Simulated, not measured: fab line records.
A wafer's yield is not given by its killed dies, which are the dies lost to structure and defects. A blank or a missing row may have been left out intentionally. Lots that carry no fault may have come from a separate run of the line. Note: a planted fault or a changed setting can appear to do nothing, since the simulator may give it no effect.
What tool caused it? | flow sky130 | 10 lots, 30 wafers sampled, at 6 steps of a route of 708

## WHAT EACH GAUGE READ, for each wafer
The record lacks any reading of a measuring or inspecting step that a usual standard deviation could be used to judge.

## WHICH TOOL RAN EACH LOT (tool, then ch and the chambers of the sampled wafers, then the start)
lot  | SKY_VIA3_STRIP_16                    | SKY_METAL4_SPUTTER_00        | SKY_CAP2M_CVD_00                | SKY_CAP2M_METAL_ETCH_13           | SKY_CAP2M_STRIP_14                   | SKY_PAD_OPEN_PROBE_99
L211 | plasma asher-01 ch 1, day 38 22:08   | pvd sputter-04, day 38 23:24 | pecvd-01 ch 0,2, day 38 23:33   | rie metal-01 ch 0,1, day 39 23:16 | plasma asher-04 ch 0,1, day 39 23:21 | -
L212 | plasma asher-01 ch 0,1, day 40 04:11 | pvd sputter-02, day 40 06:00 | pecvd-01 ch 1,2, day 40 06:09   | rie metal-04 ch 0,1, day 41 06:45 | plasma asher-04 ch 0,1, day 41 06:50 | -
L214 | plasma asher-04 ch 0,1, day 40 19:06 | pvd sputter-02, day 40 20:22 | pecvd-01 ch 0,2, day 40 20:32   | rie metal-03 ch 1, day 41 20:02   | plasma asher-02 ch 0, day 41 20:07   | -
L219 | plasma asher-01 ch 0,1, day 41 17:24 | pvd sputter-02, day 41 18:40 | pecvd-03 ch 0,1, day 41 18:49   | rie metal-04 ch 0,1, day 42 18:34 | plasma asher-02 ch 0,1, day 42 18:39 | prober-01, day 47 10:34
L228 | plasma asher-01 ch 0,1, day 44 19:50 | pvd sputter-02, day 44 21:04 | pecvd-04 ch 0,1,2, day 44 21:14 | rie metal-04 ch 0,1, day 45 17:48 | plasma asher-01 ch 0,1, day 45 17:53 | prober-02, day 49 22:49
L231 | plasma asher-03 ch 0,1, day 44 23:50 | pvd sputter-04, day 45 01:04 | pecvd-04 ch 1,2, day 45 01:13   | rie metal-03 ch 0,1, day 45 22:00 | plasma asher-02 ch 0,1, day 45 22:05 | -
L230 | plasma asher-04 ch 0,1, day 45 00:45 | pvd sputter-02, day 45 02:01 | pecvd-03 ch 0,1,2, day 45 02:10 | rie metal-04 ch 0,1, day 45 22:40 | plasma asher-02 ch 0,1, day 45 22:45 | prober-01, day 50 04:22
L233 | plasma asher-03 ch 0, day 45 11:54   | pvd sputter-02, day 45 13:30 | pecvd-04 ch 0,1,2, day 45 13:39 | rie metal-03 ch 0,1, day 46 09:55 | plasma asher-02 ch 0,1, day 46 10:00 | -
L232 | plasma asher-04 ch 0,1, day 45 12:11 | pvd sputter-04, day 45 13:32 | pecvd-03 ch 0,1,2, day 45 13:42 | rie metal-01 ch 0,1, day 46 10:16 | plasma asher-04 ch 0,1, day 46 10:21 | -
L234 | plasma asher-03 ch 0,1, day 46 00:06 | pvd sputter-02, day 46 01:43 | pecvd-01 ch 0,1,2, day 46 01:52 | rie metal-01 ch 0,1, day 46 21:41 | plasma asher-01 ch 0,1, day 46 21:46 | -
- SKY_VIA3_STRIP_16: strips in O2/N2.
- SKY_METAL4_SPUTTER_00: material Ti, target thk 15 nm, time 10 s.
- SKY_CAP2M_CVD_00: deposits SiO2, target thk 15.5 nm.
- SKY_CAP2M_METAL_ETCH_13: etches TiN in Cl2/BCl3, stops on SiO2, target depth 220 nm, time 62.9 s.
- SKY_CAP2M_STRIP_14: strips in O2/N2.
- SKY_PAD_OPEN_PROBE_99

## WHAT THE TOOLS THEMSELVES READ (means of the sampled wafers that have a number; where no wafer has one, the mark that the record gives instead)
SKY_VIA3_STRIP_16.
lot  | tool            | drypump motor current A (A) | n2 flow sccm (sccm) | oes product au (a.u.) | strip time to endpoint s (s)
L211 | plasma asher-01 | 5.8                         | 299.7               | 0.404                 | 4.168
L212 | plasma asher-01 | 5.7                         | 300.7               | 0.404                 | 4.160
L214 | plasma asher-04 | 5.6                         | 298.8               | 0.399                 | 4.135
L219 | plasma asher-01 | 5.6                         | 299.3               | 0.398                 | 4.130
L228 | plasma asher-01 | 5.6                         | 299.0               | 0.405                 | 4.139
L231 | plasma asher-03 | 5.9                         | 300.7               | 0.402                 | 4.127
L230 | plasma asher-04 | 6.0                         | 300.0               | 0.401                 | 4.146
L233 | plasma asher-03 | 5.9                         | 299.5               | 0.401                 | 4.133
L232 | plasma asher-04 | 5.9                         | 298.8               | 0.406                 | 4.124
L234 | plasma asher-03 | 5.8                         | 299.6               | 0.408                 | 4.157

SKY_METAL4_SPUTTER_00.
lot  | tool           | throttle valve pct (%)
L211 | pvd sputter-04 | 29.4
L212 | pvd sputter-02 | 29.7
L214 | pvd sputter-02 | 29.7
L219 | pvd sputter-02 | 29.0
L228 | pvd sputter-02 | 28.9
L231 | pvd sputter-04 | 29.4
L230 | pvd sputter-02 | 28.9
L233 | pvd sputter-02 | 29.0
L232 | pvd sputter-04 | 30.3
L234 | pvd sputter-02 | 29.6

SKY_CAP2M_CVD_00.
lot  | tool     | heater power w (W)
L211 | pecvd-01 | 670
L212 | pecvd-01 | 758
L214 | pecvd-01 | 621
L219 | pecvd-03 | 686
L228 | pecvd-04 | 686
L231 | pecvd-04 | 627
L230 | pecvd-03 | 749
L233 | pecvd-04 | 682
L232 | pecvd-03 | 738
L234 | pecvd-01 | 637

SKY_CAP2M_METAL_ETCH_13.
lot  | tool         | drypump motor current A (A) | he backside leak sccm (sccm) | oes product au (a.u.) | throttle valve pct (%)
L211 | rie metal-01 | 5.6                         | 3.12                         | 0.940                 | 21.913
L212 | rie metal-04 | 6.0                         | 3.48                         | 0.940                 | 21.908
L214 | rie metal-03 | 5.6                         | 3.03                         | 0.941                 | 21.899
L219 | rie metal-04 | 6.0                         | 3.42                         | 0.939                 | 21.905
L228 | rie metal-04 | 5.5                         | 3.41                         | 0.804                 | 21.994
L231 | rie metal-03 | 5.9                         | 3.17                         | 0.941                 | 21.898
L230 | rie metal-04 | 5.6                         | 3.45                         | 0.797                 | 21.990
L233 | rie metal-03 | 5.7                         | 3.15                         | 0.950                 | 21.899
L232 | rie metal-01 | 5.7                         | 3.16                         | 0.936                 | 21.912
L234 | rie metal-01 | 5.6                         | 3.22                         | 0.944                 | 21.896

SKY_CAP2M_STRIP_14.
lot  | tool            | drypump motor current A (A) | n2 flow sccm (sccm) | oes product au (a.u.) | strip time to endpoint s (s)
L211 | plasma asher-04 | 6.0                         | 299.7               | 0.711                 | 12.59
L212 | plasma asher-04 | 6.0                         | 300.3               | 0.711                 | 12.69
L214 | plasma asher-02 | 5.6                         | 299.1               | 0.711                 | 12.66
L219 | plasma asher-02 | 5.3                         | 301.4               | 0.708                 | 12.62
L228 | plasma asher-01 | 5.7                         | 300.0               | 0.711                 | 13.05
L231 | plasma asher-02 | 5.4                         | 299.7               | 0.708                 | 12.66
L230 | plasma asher-02 | 5.4                         | 299.8               | 0.712                 | 13.12
L233 | plasma asher-02 | 5.3                         | 300.2               | 0.709                 | 12.67
L232 | plasma asher-04 | 5.9                         | 300.8               | 0.707                 | 12.65
L234 | plasma asher-01 | 5.5                         | 298.7               | 0.715                 | 12.64

SKY_PAD_OPEN_PROBE_99.
lot  | tool      | defect limited yield (%) | killed_at_M0_to_M3 | killed_at_M4_up | killed at contacts | killed at front end | killed at other | killed dies | killed on rim | killed open | killed short | sort_bin_3_pad_short (%) | sort_bin_5_function (%) | sort_bin_6_memory (%) | sort n pass | sort yield pct (%)
L219 | prober-01 | 83.5                     | 43                 | 2.7             | 26                 | 9                   | 0.0             | 81          | 14            | 48          | 33           | 0.8                      | 10.2                    | 5.5                   | 411         | 83.5
L228 | prober-02 | 27.5                     | 47                 | 3.0             | 23                 | 18                  | 266.0           | 357         | 70            | 47          | 43           | 55.2                     | 11.0                    | 6.3                   | 135         | 27.5
L230 | prober-01 | 27.8                     | 51                 | 2.7             | 25                 | 15                  | 261.3           | 355         | 71            | 58          | 37           | 54.2                     | 11.8                    | 6.2                   | 137         | 27.8

## THE ANSWER, worked out from the rows above alone
Rule: usual is defined by the lots themselves. The widest of any qualifying gaps counts: lots, ordered by their means at a reading, are off when they make up no more than a third of the lots, leave a main group of 4 or more, and stand apart from it by 3 or more times the standard deviation of that group's means. A main group whose means are all the same, to the digits that the tables above print for the reading, isn't used. A lot without any number at a reading at which 4 lots or more have one is off too. The other lots that the step has rows for count as sound. After the gauges, taken in route order, come the tools' own readings; for these a lot's mean is taken, as printed above. The first step at which some lot is off is used, and at that step the reading that is off furthest; a lot without a number counts as furthest.
Off, at SKY_CAP2M_METAL_ETCH_13 on oes product au: L228, L230. The main group: mean 0.941 a.u., standard deviation 0.0039.
If a tool, at that step or one of the process steps before it, ran each lot that is off and ran no sound lot following the first of them, it fits. One candidate fits, namely rie metal-04 at SKY_CAP2M_METAL_ETCH_13. A fault onset in the window from L219 (day 42 18:34, its last sound lot) to L228 (day 45 17:48, its first lot off) fits.
The tool's own readings at SKY_CAP2M_METAL_ETCH_13 bear it out: on the lots that are off they differ by more than 5 times the standard deviation of the sound lots' means. oes product au reads 0.800 a.u. there against 0.941 a.u. on the sound lots; throttle valve pct reads 21.992 % there against 21.904 % on the sound lots.

## WHAT THE SIMULATOR HAD INSERTED
rie metal-04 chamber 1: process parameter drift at SKY_CAP2M_METAL_ETCH_13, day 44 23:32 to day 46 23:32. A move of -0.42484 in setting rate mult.
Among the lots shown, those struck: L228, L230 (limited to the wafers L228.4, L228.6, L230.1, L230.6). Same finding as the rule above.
